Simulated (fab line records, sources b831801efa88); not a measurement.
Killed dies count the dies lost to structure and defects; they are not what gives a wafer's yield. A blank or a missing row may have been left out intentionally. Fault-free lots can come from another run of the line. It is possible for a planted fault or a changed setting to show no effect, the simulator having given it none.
Which of the tools did it? -- flow gf180mcu -- Sampling: 24 lots, 72 wafers, 6 of 602 route steps

== WHAT THE GAUGES READ, wafer by wafer ==
GF_V5_THK_MEAS_01. Usual: V5_CVD_00_THK 301.2 nm, standard deviation 2.9.
lot,measured,on,V5_CVD_00_THK (nm),flag
L074,day 26 04:29,film_metro-02,298.4 296.3 299.0,
L075,day 26 14:13,film_metro-04,306.2 307.9 306.4,
L076,day 26 21:01,film_metro-04,298.3 302.1 302.4,
L077,day 27 05:36,film_metro-01,301.7 304.8 304.2,
L078,day 27 13:14,film_metro-02,305.9 301.3 298.3,
L079,day 28 00:40,film_metro-01,295.2 303.1 296.2,
L080,day 28 05:44,film_metro-01,300.8 302.7 301.3,
L081,day 28 13:34,film_metro-02,300.5 304.3 301.9,
L082,day 28 18:38,film_metro-01,298.3 302.3 299.1,
L083,day 29 01:04,film_metro-01,303.5 299.5 303.2,
L084,day 29 11:13,film_metro-01,302.8 303.6 302.9,
L085,day 29 18:56,film_metro-01,299.7 303.0 302.1,
L086,day 29 23:20,film_metro-01,300.7 299.5 302.1,
L087,day 30 06:55,film_metro-04,300.2 295.8 294.5,
L088,day 30 13:38,film_metro-04,300.7 301.0 304.6,
L089,day 30 19:32,film_metro-02,300.7 304.8 301.5,
L090,day 30 22:09,film_metro-01,299.0 299.9 300.3,
L091,day 31 06:53,film_metro-04,301.3 303.0 302.4,
L092,day 31 18:35,film_metro-02,296.4 296.2 298.8,
L093,day 31 17:29,film_metro-02,297.3 299.0 300.7,
L095,day 32 09:27,film_metro-02,295.2 300.7 302.2,
L094,day 32 12:40,film_metro-01,302.0 304.7 304.6,
L096,day 32 14:52,film_metro-01,301.5 300.9 303.1,
L097,day 32 20:02,film_metro-04,301.8 300.6 296.7,

GF_V5_RS_MEAS_24: the measuring method here is four-point-probe. Usual: V5_W_RS 0.327 ohm/sq, standard deviation 0.003.
lot,measured,on,V5_W_RS (ohm/sq),flag
L074,day 27 03:13,film_metro-02,0.328 0.326 0.327,
L075,day 27 12:31,film_metro-01,0.328 0.326 0.329,
L076,day 27 19:17,film_metro-01,0.327 0.326 0.330,
L077,day 28 03:51,film_metro-01,0.324 0.322 0.323,
L078,day 28 10:22,film_metro-04,0.331 0.325 0.333,
L079,day 28 21:38,film_metro-02,0.325 0.322 0.327,
L080,day 29 02:32,film_metro-01,0.329 0.327 0.328,
L081,day 29 10:21,film_metro-02,0.327 0.322 0.327,
L082,day 29 15:52,film_metro-02,0.326 0.331 0.328,
L083,day 29 22:04,film_metro-02,0.320 0.323 0.323,
L084,day 30 07:56,film_metro-01,0.324 0.326 0.325,
L085,day 30 14:48,film_metro-02,0.328 0.330 0.328,
L086,day 30 18:43,film_metro-04,0.331 0.328 0.330,
L087,day 31 02:10,film_metro-01,0.325 0.326 0.329,
L088,day 31 09:25,film_metro-01,0.330 0.325 0.327,
L089,day 31 14:36,film_metro-02,0.323 0.330 0.327,
L090,day 31 17:01,film_metro-04,0.326 0.327 0.325,
L091,day 32 01:16,film_metro-01,0.326 0.328 0.327,
L092,day 32 13:08,film_metro-01,0.322 0.326 0.323,
L093,day 32 12:03,film_metro-01,0.327 0.331 0.331,
L095,day 33 02:43,film_metro-01,0.327 0.328 0.328,
L094,day 33 06:43,film_metro-02,0.327 0.327 0.328,
L096,day 33 08:15,film_metro-02,0.322 0.321 0.323,
L097,day 33 13:42,film_metro-01,0.329 0.334 0.332,

== TOOL THAT RAN EACH LOT (tool first, then ch and the chambers of the sampled wafers, then the start) ==
lot,GF_CONTACT_ETCH_17,GF_M1_SPUTTER_04,GF_M2_METAL_ETCH_16,GF_M4_STRIP_17
L074,"rie_diel-01 ch 2,3, day 16 01:00 or earlier","pvd_sputter-03, day 16 01:00","rie_metal-02 ch 0,1, day 19 01:43","plasma_asher-04 ch 0,1, day 23 07:50"
L075,"rie_diel-01 ch 0,1,3, day 16 10:36 or earlier","pvd_sputter-01, day 16 10:36","rie_metal-02 ch 0,1, day 19 11:16","plasma_asher-01 ch 0, day 23 16:49"
L076,"rie_diel-04 ch 1,2,3, day 16 17:42 or earlier","pvd_sputter-02, day 16 17:42","rie_metal-03 ch 0,1, day 19 20:49","plasma_asher-04 ch 0,1, day 23 23:46"
L077,"rie_diel-01 ch 0,1, day 17 04:56 or earlier","pvd_sputter-02, day 17 04:56","rie_metal-03 ch 0,1, day 20 08:22","plasma_asher-01 ch 0,1, day 24 10:47"
L078,"rie_diel-04 ch 0,1, day 17 12:41 or earlier","pvd_sputter-03, day 17 12:41","rie_metal-02 ch 0,1, day 20 16:07","plasma_asher-02 ch 0, day 24 19:10"
L079,"rie_diel-04 ch 0,1,3, day 18 00:26 or earlier","pvd_sputter-01, day 18 00:26","rie_metal-03 ch 0,1, day 21 04:31","plasma_asher-04 ch 0,1, day 25 06:19"
L080,"rie_diel-02 ch 0,1,3, day 18 07:55 or earlier","pvd_sputter-01, day 18 07:55","rie_metal-02 ch 0,1, day 21 11:58","plasma_asher-04 ch 0,1, day 25 12:34"
L081,"rie_diel-04 ch 1,2, day 18 15:53 or earlier","pvd_sputter-01, day 18 15:53","rie_metal-03 ch 0,1, day 21 20:22","plasma_asher-04 ch 0,1, day 25 19:51"
L082,"rie_diel-02 ch 0,1,3, day 18 23:32 or earlier","pvd_sputter-02, day 18 23:32","rie_metal-02 ch 0,1, day 22 03:04","plasma_asher-01 ch 0,1, day 26 01:46"
L083,"rie_diel-01 ch 0,2,3, day 19 08:09 or earlier","pvd_sputter-02, day 19 08:09","rie_metal-02 ch 0,1, day 22 10:28","plasma_asher-02 ch 0,1, day 26 08:19"
L084,"rie_diel-02 ch 2,3, day 19 21:50 or earlier","pvd_sputter-01, day 19 21:50","rie_metal-03 ch 0,1, day 22 22:54","plasma_asher-02 ch 0,1, day 26 19:37"
L085,"rie_diel-02 ch 0,1, day 20 07:56 or earlier","pvd_sputter-02, day 20 07:56","rie_metal-03 ch 0,1, day 23 09:16","plasma_asher-02 ch 0,1, day 27 04:01"
L086,"rie_diel-01 ch 0,2, day 20 12:17 or earlier","pvd_sputter-02, day 20 12:17","rie_metal-02 ch 0,1, day 23 14:01","plasma_asher-04 ch 0,1, day 27 10:32"
L087,"rie_diel-02 ch 0,2,3, day 20 19:23 or earlier","pvd_sputter-03, day 20 19:23","rie_metal-04 ch 0,1, day 23 20:23","plasma_asher-01 ch 0, day 27 16:35"
L088,"rie_diel-02 ch 0,1,2, day 21 08:05 or earlier","pvd_sputter-03, day 21 08:05","rie_metal-04 ch 0,1, day 24 08:13","plasma_asher-02 ch 0,1, day 28 00:40"
L089,"rie_diel-04 ch 0,1,3, day 21 13:35 or earlier","pvd_sputter-03, day 21 13:35","rie_metal-02 ch 1, day 24 13:49","plasma_asher-01 ch 0,1, day 28 06:16"
L090,"rie_diel-02 ch 0,2,3, day 21 18:48 or earlier","pvd_sputter-03, day 21 18:48","rie_metal-03 ch 0,1, day 24 18:04","plasma_asher-02 ch 0,1, day 28 09:49"
L091,"rie_diel-02 ch 2,3, day 22 05:10 or earlier","pvd_sputter-03, day 22 05:10","rie_metal-02 ch 0,1, day 25 03:19","plasma_asher-02 ch 0,1, day 28 17:59"
L092,"rie_diel-01 ch 0,1, day 22 16:28 or earlier","pvd_sputter-03, day 22 16:28","rie_metal-02 ch 0,1, day 25 14:47","plasma_asher-04 ch 0,1, day 29 08:57"
L093,"rie_diel-01 ch 1,2,3, day 22 21:58 or earlier","pvd_sputter-01, day 22 21:58","rie_metal-03 ch 0,1, day 25 18:27","plasma_asher-02 ch 0,1, day 29 07:36"
L095,"rie_diel-04 ch 0,2,3, day 23 18:18 or earlier","pvd_sputter-01, day 23 18:18","rie_metal-03 ch 0,1, day 26 14:22","plasma_asher-02 ch 0,1, day 30 01:53"
L094,"rie_diel-02 ch 1,2, day 23 20:41 or earlier","pvd_sputter-01, day 23 20:41","rie_metal-02 ch 0,1, day 26 15:55","plasma_asher-04 ch 0,1, day 30 03:34"
L096,"rie_diel-04 ch 0,1,2, day 23 21:35 or earlier","pvd_sputter-03, day 23 21:35","rie_metal-04 ch 0,1, day 26 17:35","plasma_asher-04 ch 0,1, day 30 07:11"
L097,"rie_diel-01 ch 0,3, day 24 05:51 or earlier","pvd_sputter-02, day 24 05:51","rie_metal-03 ch 0,1, day 27 01:41","plasma_asher-04 ch 0,1, day 30 12:42"
- GF_CONTACT_ETCH_17: etches SiO2 in C4F8/O2/Ar, stops on CoSi2, target depth 860 nm.
- GF_M1_SPUTTER_04: material TiN, target thk 50 nm, time 41.7 s.
- GF_M2_METAL_ETCH_16: etches the open film in Cl2/BCl3, stops on SiO2, target depth 627.5 nm, time 104.6 s.
- GF_M4_STRIP_17: strips in O2/N2.

== AS READ BY THE TOOLS THEMSELVES (means over the sampled wafers that have a number; for cases with no such wafer, the mark the record gives instead) ==
GF_CONTACT_ETCH_17. Usual: oes_product_au 0.813 a.u., standard deviation 0.0045.
lot,tool,oes_product_au (a.u.),flag
L074,rie_diel-01,0.814,
L075,rie_diel-01,0.810,
L076,rie_diel-04,0.812,
L077,rie_diel-01,0.812,
L078,rie_diel-04,0.813,
L079,rie_diel-04,0.810,
L080,rie_diel-02,0.814,
L081,rie_diel-04,0.817,
L082,rie_diel-02,0.810,
L083,rie_diel-01,0.811,
L084,rie_diel-02,0.817,
L085,rie_diel-02,0.810,
L086,rie_diel-01,0.812,
L087,rie_diel-02,0.817,
L088,rie_diel-02,0.812,
L089,rie_diel-04,0.814,
L090,rie_diel-02,0.816,
L091,rie_diel-02,0.815,
L092,rie_diel-01,0.812,
L093,rie_diel-01,0.814,
L095,rie_diel-04,0.811,
L094,rie_diel-02,0.817,
L096,rie_diel-04,0.812,
L097,rie_diel-01,0.812,

GF_M1_SPUTTER_04. Usual: throttle_valve_pct 29.9 %, standard deviation 1.4.
lot,tool,throttle_valve_pct (%),flag
L074,pvd_sputter-03,29.4,
L075,pvd_sputter-01,30.4,
L076,pvd_sputter-02,30.8,
L077,pvd_sputter-02,29.4,
L078,pvd_sputter-03,30.0,
L079,pvd_sputter-01,29.9,
L080,pvd_sputter-01,29.4,
L081,pvd_sputter-01,29.4,
L082,pvd_sputter-02,30.0,
L083,pvd_sputter-02,31.3,
L084,pvd_sputter-01,28.3,
L085,pvd_sputter-02,30.5,
L086,pvd_sputter-02,31.2,
L087,pvd_sputter-03,29.3,
L088,pvd_sputter-03,29.0,
L089,pvd_sputter-03,29.0,
L090,pvd_sputter-03,29.4,
L091,pvd_sputter-03,29.6,
L092,pvd_sputter-03,29.7,
L093,pvd_sputter-01,29.9,
L095,pvd_sputter-01,29.0,
L094,pvd_sputter-01,29.4,
L096,pvd_sputter-03,29.6,
L097,pvd_sputter-02,31.1,

GF_M2_METAL_ETCH_16. Usual: drypump_motor_current_A 5.6 A, standard deviation 0.5; oes_product_au 0.972 a.u., standard deviation 0.0065; throttle_valve_pct 28.252 %, standard deviation 0.01.
lot,tool,drypump_motor_current_A (A),oes_product_au (a.u.),throttle_valve_pct (%),flag
L074,rie_metal-02,5.9,0.972,28.260,
L075,rie_metal-02,5.7,0.974,28.248,
L076,rie_metal-03,5.4,0.976,28.250,
L077,rie_metal-03,5.4,0.964,28.261,
L078,rie_metal-02,5.7,0.977,28.244,
L079,rie_metal-03,5.1,0.966,28.253,
L080,rie_metal-02,5.9,0.974,28.254,
L081,rie_metal-03,5.1,0.973,28.246,
L082,rie_metal-02,5.7,0.968,28.250,
L083,rie_metal-02,5.9,0.960,28.258,
L084,rie_metal-03,5.4,0.964,28.256,
L085,rie_metal-03,5.1,0.978,28.241,
L086,rie_metal-02,5.7,0.980,28.241,
L087,rie_metal-04,6.2,0.969,28.263,
L088,rie_metal-04,6.2,0.967,28.240,
L089,rie_metal-02,6.1,0.971,28.261,
L090,rie_metal-03,5.4,0.976,28.256,
L091,rie_metal-02,5.6,0.961,28.256,
L092,rie_metal-02,5.7,0.976,28.252,
L093,rie_metal-03,5.1,0.974,28.246,
L095,rie_metal-03,5.3,0.978,28.240,
L094,rie_metal-02,5.9,0.968,28.256,
L096,rie_metal-04,6.2,0.977,28.242,
L097,rie_metal-03,5.4,0.973,28.249,

GF_M4_STRIP_17. Usual: drypump_motor_current_A 5.8 A, standard deviation 0.52; heater_power_w 321 W, standard deviation 15; oes_product_au 0.557 a.u., standard deviation 0.0054; strip_time_to_endpoint_s 7.86 s, standard deviation 0.055.
lot,tool,drypump_motor_current_A (A),heater_power_w (W),oes_product_au (a.u.),strip_time_to_endpoint_s (s),flag
L074,plasma_asher-04,5.6,312,0.555,7.85,
L075,plasma_asher-01,5.0,328,0.554,7.83,
L076,plasma_asher-04,6.1,321,0.555,7.84,
L077,plasma_asher-01,5.7,337,0.555,7.83,
L078,plasma_asher-02,6.1,309,0.557,7.87,
L079,plasma_asher-04,6.1,315,0.556,7.85,
L080,plasma_asher-04,6.1,312,0.552,7.85,
L081,plasma_asher-04,6.2,320,0.555,7.85,
L082,plasma_asher-01,5.4,336,0.552,7.79,
L083,plasma_asher-02,5.8,323,0.566,7.89,
L084,plasma_asher-02,5.9,321,0.552,7.82,
L085,plasma_asher-02,5.7,323,0.557,7.88,
L086,plasma_asher-04,6.1,318,0.555,7.95,
L087,plasma_asher-01,5.0,332,0.557,7.85,
L088,plasma_asher-02,5.9,317,0.554,7.90,
L089,plasma_asher-01,5.7,344,0.556,7.90,
L090,plasma_asher-02,5.8,325,0.564,7.87,
L091,plasma_asher-02,5.9,314,0.556,7.86,
L092,plasma_asher-04,5.7,313,0.556,7.91,
L093,plasma_asher-02,5.9,314,0.556,7.86,
L095,plasma_asher-02,5.7,319,0.559,7.94,
L094,plasma_asher-04,6.1,318,0.560,7.82,
L096,plasma_asher-04,6.1,319,0.560,7.88,
L097,plasma_asher-04,6.2,322,0.553,7.82,

== THE ANSWER, worked out from the rows above alone ==
Rule: take the mean of a lot's wafers that have a number; if it is more than 3 standard deviations from the usual mean, the lot is off. Also off: a lot with no number at a reading for which 4 or more lots have one. The other lots that the step has rows for count as sound. After the gauges, taken in route order, come the tools' own readings; for these a lot's mean is taken, as printed above. At the first step where some lot is off, the reading lying furthest off is the one used; lots without a number count as furthest.
Across all readings shown, no lot is off: no conclusion can be drawn from this.

== WHAT HAD BEEN PUT IN BY THE SIMULATOR ==
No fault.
